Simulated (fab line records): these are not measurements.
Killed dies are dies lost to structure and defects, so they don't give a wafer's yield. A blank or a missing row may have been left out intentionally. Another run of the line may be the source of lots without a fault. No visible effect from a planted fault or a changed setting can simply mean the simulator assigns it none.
2 desks, one fault    flow gf180mcu    what lay behind the numbers comes last; until then each desk has only its own

== FROM THE METROLOGY DESK ==
What the gauges read, lot by lot, whatever tool the lot ran on: means of the sampled wafers that have a number. The brackets show how far a lot's mean lies from the usual mean; more than 4 standard deviations puts the lot out of limits, marked OUT.
Columns: A = V1_CVD_02_THK at GF_V1_THK_MEAS_03, usual 850 nm
lot   first seen here  A
L232  day 17 02:20     853
L233  day 17 13:05     853
L234  day 18 09:59     849
L235  day 18 12:35     849
L236  day 18 20:46     849
L237  day 19 07:50     859
L245  day 22 03:51     745 (-9.5) OUT
L248  day 22 22:53     848
L252  day 24 16:02     860
L253  day 24 19:03     859
L254  day 25 08:49     854
This desk reports L245 out of limits; the earliest was L245 at day 22 03:51 (V1_CVD_02_THK at GF_V1_THK_MEAS_03). L232, L233, L234, L235, L236, L237, L248, L252, L253, L254: within limits.

== TOOL OWNER'S DESK, pecvd-03 ==
The tool's own readings at GF_V1_CVD_02 (deposits SiO2 from TEOS, target thk 850 nm, time 94.851 s): means of the sampled wafers that have a number, for each lot that ran on this tool. The brackets show how far a lot's mean lies from the usual mean; more than 4 standard deviations puts the lot out of limits, marked OUT.
Columns: A = heater_power_outer_w at GF_V1_CVD_02, usual 327 W; B = heater_power_w at GF_V1_CVD_02, usual 586 W; C = run_length_s at GF_V1_CVD_02, usual 122.8 s
lot   first seen here  A    B    C
L233  day 17 13:00     316  565  122.8
L235  day 18 12:31     337  598  122.6
L236  day 18 20:41     342  606  122.4
L245  day 22 03:45     335  587  112.4 (-20) OUT
This desk's finding: out of limits on L245; first on L245, day 22 03:45 (run_length_s at GF_V1_CVD_02). L233, L235, L236: within limits.

== BROUGHT TOGETHER ==
The tool owner's desk had the chance to raise an alarm at day 22 03:45 on L245.
On L245, the metrology desk was in a position to raise an alarm at day 22 03:51.
All the named lots went through GF_V1_CVD_02 on pecvd-03.

== WHAT WAS PUT IN BY THE SIMULATOR ==
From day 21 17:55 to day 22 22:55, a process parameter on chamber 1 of pecvd-03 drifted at GF_V1_CVD_02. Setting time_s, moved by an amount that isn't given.
Lots struck among those shown: L245.
Delay (hours) between the fault's onset and each desk's first out-of-limits reading: 10 at the tool owner's desk, 10 at the metrology desk.
